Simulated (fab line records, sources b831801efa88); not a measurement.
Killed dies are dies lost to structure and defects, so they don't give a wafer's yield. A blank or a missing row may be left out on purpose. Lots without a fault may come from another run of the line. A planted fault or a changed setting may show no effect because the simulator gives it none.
Problem report in the 8D (eight disciplines) form, filled by code | flow gf180mcu | the parts of the form that need people (team, actions taken, sign-off) are left out

1. THE PROBLEM
tilt_deg at GF_HV_LDD_IMPLANT_33 reads a mean of 19.824 degrees on 6 wafers of 2 lots; wafers without a fault read 30.002 degrees with a standard deviation of 0.021. That is -99 or more standard deviations from the usual mean.
First seen on wafer L479.1, day 16 02:14, on implanter-01. The record holds 39 wafers of 13 lots with a number at this step. Rule for "out", or "out of limits": more than 4 standard deviations from the usual mean. The other wafers with a number count as sound.

2. WHAT IT IS AND WHAT IT IS NOT
question                    | is                     | is not
which readings at this step | tilt_deg               | -
which lots                  | L479, L480             | L465, L466, L467, L469, L470, L471, L474, L478, L484, L485, L486
which wafers of those lots  | all that have a number | -
read on which tools         | implanter-01           | implanter-03, implanter-04
when                        | from day 16 02:14      | up to then (24 sound wafers); but 9 sound wafers of L484, L485, L486 came after

3. SUSPECTS, AND WHAT RULES EACH OUT
Counting: a tool at a process step up to the reading stays a suspect if it ran every lot that is out and no sound lot after the first of them.
- implanter-01 at GF_HV_LDD_IMPLANT_33: kept. It ran every lot that is out, first L479 (day 16 02:14), and no sound lot after that; its last sound lot up to then is L474 (day 14 07:37). Its own readings are out on those wafers: tilt_deg.
Left after counting: implanter-01 at GF_HV_LDD_IMPLANT_33.

4. THE CAUSE (what the simulator had put in)
Process parameter drift: implanter-01, from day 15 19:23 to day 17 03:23, at GF_HV_LDD_IMPLANT_33. Setting tilt_deg, moved by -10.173, from 30. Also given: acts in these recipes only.
Counting left only this tool.

5. THE CHAIN OF EFFECTS, in route order
Each row: a reading whose mean over the struck wafers that have a number lies more than 3 standard deviations from the usual. Only readings for which the record gives a usual standard deviation are gone through. hours: the time from each lot's start at the first step in this table that gives one to its start at this step, as a median over the lots. sigmas: the change in usual standard deviations.
hours | step                 | reading  | usual          | on struck wafers | change  | sigmas
0     | GF_HV_LDD_IMPLANT_33 | tilt_deg | 30.002 degrees | 19.824           | -10.178 | -99 or more
The process steps in it:
- GF_HV_LDD_IMPLANT_33
Readings that are blank on the struck wafers while sound wafers have them: HV_LDD_RS at GF_HV_LDD_RS_MEAS_53.

6. WHAT WOULD HAVE CAUGHT IT SOONER
In this record the first reading out of limits was taken at day 16 02:14, 7 hours after the fault began at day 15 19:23.
